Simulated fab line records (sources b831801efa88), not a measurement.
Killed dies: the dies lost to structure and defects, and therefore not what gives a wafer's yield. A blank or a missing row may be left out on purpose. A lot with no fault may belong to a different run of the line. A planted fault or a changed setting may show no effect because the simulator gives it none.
Which tool is to blame? + flow sfqLine + 7 lots, 21 wafers sampled, at 4 steps of a route of 325

== WHAT THE GAUGES SHOWED, per wafer ==
SFQ_I3_BOW_MEAS_922.
| lot  | measured     | on           | I3_BOW (um)   |
|------|--------------|--------------|---------------|
| L250 | day 31 06:37 | filmMetro-02 | 12 8 10       |
| L252 | day 39 17:04 | filmMetro-04 | 10 15 10      |
| L254 | day 40 02:06 | filmMetro-04 | -2 1 -6       |
| L256 | day 45 14:27 | filmMetro-04 | 0 -8 -6       |
| L258 | day 46 17:27 | filmMetro-01 | 21 -1 2 - - - |
| L267 | day 50 10:26 | filmMetro-01 | 23 2 6        |
| L271 | day 51 17:35 | filmMetro-02 | -13 3 3       |

== EACH LOT AND THE TOOL THAT RAN IT (in order: tool; ch and the chambers of the sampled wafers; start) ==
| lot  | SFQ_TRILAYER_I0_VIA_STRIP_STRIP_035 | SFQ_TRILAYER_I2_DEP_PECVD_063   | SFQ_TRILAYER_I3_CMP_CMP_082   |
|------|-------------------------------------|---------------------------------|-------------------------------|
| L250 | rieMetal-01 ch 0,1, day 17 18:26    | pecvd-02 ch 0,1,2, day 24 21:08 | cmp-01 ch 0,2,3, day 31 03:37 |
| L252 | rieMetal-04 ch 0,1, day 19 02:32    | pecvd-04 ch 0,2, day 27 10:42   | cmp-02 ch 0,1,2, day 39 14:04 |
| L254 | rieMetal-01 ch 0,1, day 19 11:08    | pecvd-02 ch 0,1, day 27 13:06   | cmp-02 ch 1,3, day 39 23:34   |
| L256 | rieMetal-01 ch 0,1, day 20 15:44    | pecvd-02 ch 0,1, day 33 09:53   | cmp-01 ch 1,2, day 45 11:57   |
| L258 | rieMetal-01 ch 0,1, day 21 12:22    | pecvd-02 ch 0,1,2, day 34 11:05 | cmp-01 ch 1,2,3, day 46 14:27 |
| L267 | rieMetal-01 ch 0, day 25 17:29      | pecvd-01 ch 0,1,2, day 37 18:38 | cmp-02 ch 0,2,3, day 50 08:26 |
| L271 | rieMetal-04 ch 0,1, day 26 22:17    | pecvd-04 ch 0,2, day 39 10:59   | cmp-02 ch 0,1,2, day 51 15:04 |
- SFQ_TRILAYER_I0_VIA_STRIP_STRIP_035: strips in O2.
- SFQ_TRILAYER_I2_DEP_PECVD_063: deposits SiO2 from SiH4/N2O, time 111.11 s, target thk 500 nm.
- SFQ_TRILAYER_I3_CMP_CMP_082: polishes SiO2.

== THE ANSWER, worked out from the rows above alone ==
Rule: what is usual is taken from the lots themselves. Put in order of their means at a reading, lots are off if they are a third of the lots or fewer, leave a main group of 4 or more, and stand apart from it by a gap of 3 or more times the standard deviation of the main group's means; of several such gaps the widest counts. The tables above print the reading to a certain number of digits; a main group whose means all agree to those digits is not used. A lot without any number at a reading at which 4 lots or more have one is off too. Where the step has rows for the other lots, those lots are counted as sound.
None of the lots is off at any reading shown; this tells nothing.

== WHAT THE SIMULATOR PUT IN ==
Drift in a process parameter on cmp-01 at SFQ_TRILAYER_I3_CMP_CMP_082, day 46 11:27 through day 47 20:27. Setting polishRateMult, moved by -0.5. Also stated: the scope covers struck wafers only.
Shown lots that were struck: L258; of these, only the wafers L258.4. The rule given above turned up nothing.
